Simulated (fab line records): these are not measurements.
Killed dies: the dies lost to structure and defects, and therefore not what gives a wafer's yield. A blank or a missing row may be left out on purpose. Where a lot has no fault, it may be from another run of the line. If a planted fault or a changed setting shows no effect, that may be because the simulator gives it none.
Matching of chambers || flow sfqLine || 4 sister chambers for SFQ_TRILAYER_I6_CMP_CMP_166 on cmp-02
The step polishes SiO2. 8 wafers are shown with their chamber, then 9 later ones without.

== WAFERS WITH THEIR CHAMBER ==
{"wafer": "L740.5", "chamber": 0, "motorCurrentA (A)": 10.2, "timeToEndpointS (s)": 218}
{"wafer": "L752.1", "chamber": 3, "motorCurrentA (A)": 11.0, "timeToEndpointS (s)": 221}
{"wafer": "L752.5", "chamber": 2, "motorCurrentA (A)": 9.8, "timeToEndpointS (s)": 217}
{"wafer": "L754.4", "chamber": 3, "motorCurrentA (A)": 10.9, "timeToEndpointS (s)": 212}
{"wafer": "L754.5", "chamber": 0, "motorCurrentA (A)": 10.5, "timeToEndpointS (s)": 215}
{"wafer": "L756.4", "chamber": 1, "motorCurrentA (A)": 9.9, "timeToEndpointS (s)": 212}
{"wafer": "L756.5", "chamber": 2, "motorCurrentA (A)": 10.0, "timeToEndpointS (s)": 210}
{"wafer": "L756.6", "chamber": 1, "motorCurrentA (A)": 10.5, "timeToEndpointS (s)": 209}

== WAFERS WITHOUT THEIR CHAMBER ==
{"wafer": "L758.1", "motorCurrentA (A)": 10.4, "timeToEndpointS (s)": 210}
{"wafer": "L758.4", "motorCurrentA (A)": 10.1, "timeToEndpointS (s)": 217}
{"wafer": "L758.6", "motorCurrentA (A)": 10.6, "timeToEndpointS (s)": 211}
{"wafer": "L759.1", "motorCurrentA (A)": 10.2, "timeToEndpointS (s)": 203}
{"wafer": "L759.5", "motorCurrentA (A)": 10.3, "timeToEndpointS (s)": 209}
{"wafer": "L759.6", "motorCurrentA (A)": 9.3, "timeToEndpointS (s)": 211}
{"wafer": "L760.2", "motorCurrentA (A)": 10.0, "timeToEndpointS (s)": 210}
{"wafer": "L760.4", "motorCurrentA (A)": 9.7, "timeToEndpointS (s)": 218}
{"wafer": "L760.5", "motorCurrentA (A)": 9.9, "timeToEndpointS (s)": 214}

== WHICH CHAMBER EACH ONE RAN IN ==
{"wafer": "L758.1", "from the rows above": "can't be placed: 1 or 0 or 2 or 3", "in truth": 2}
{"wafer": "L758.4", "from the rows above": "can't be placed: 0 or 2 or 1", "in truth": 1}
{"wafer": "L758.6", "from the rows above": "can't be placed: 1 or 0 or 3 or 2", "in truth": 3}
{"wafer": "L759.1", "from the rows above": "can't be placed: 1 or 2 or 0", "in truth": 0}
{"wafer": "L759.5", "from the rows above": "can't be placed: 1 or 0 or 2", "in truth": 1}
{"wafer": "L759.6", "from the rows above": "can't be placed: 2 or 1 or 0", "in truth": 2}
{"wafer": "L760.2", "from the rows above": "can't be placed: 1 or 2 or 0", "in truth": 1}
{"wafer": "L760.4", "from the rows above": "can't be placed: 2 or 0 or 1", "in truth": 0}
{"wafer": "L760.5", "from the rows above": "can't be placed: 2 or 1 or 0", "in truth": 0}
Correctly placed: 0 of 9. From these rows, 9 cannot be placed; in 9 the true chamber is one of the candidates. Wrongly placed: 0.
How it was worked out, from the rows above alone: a wafer's distance from a chamber is the root of the sum, over the readings, of the square of ((its reading less the chamber's mean) divided by the reading's scatter). The wafer belongs to the nearest chamber; if the next one is less than 2 further off, it can't be placed. The mean given for a chamber averages the wafers shown for that chamber. The scatter is the square root of a quotient: the sum, over the shown wafers, of each reading's squared deviation from its chamber's mean, divided by wafers minus chambers.
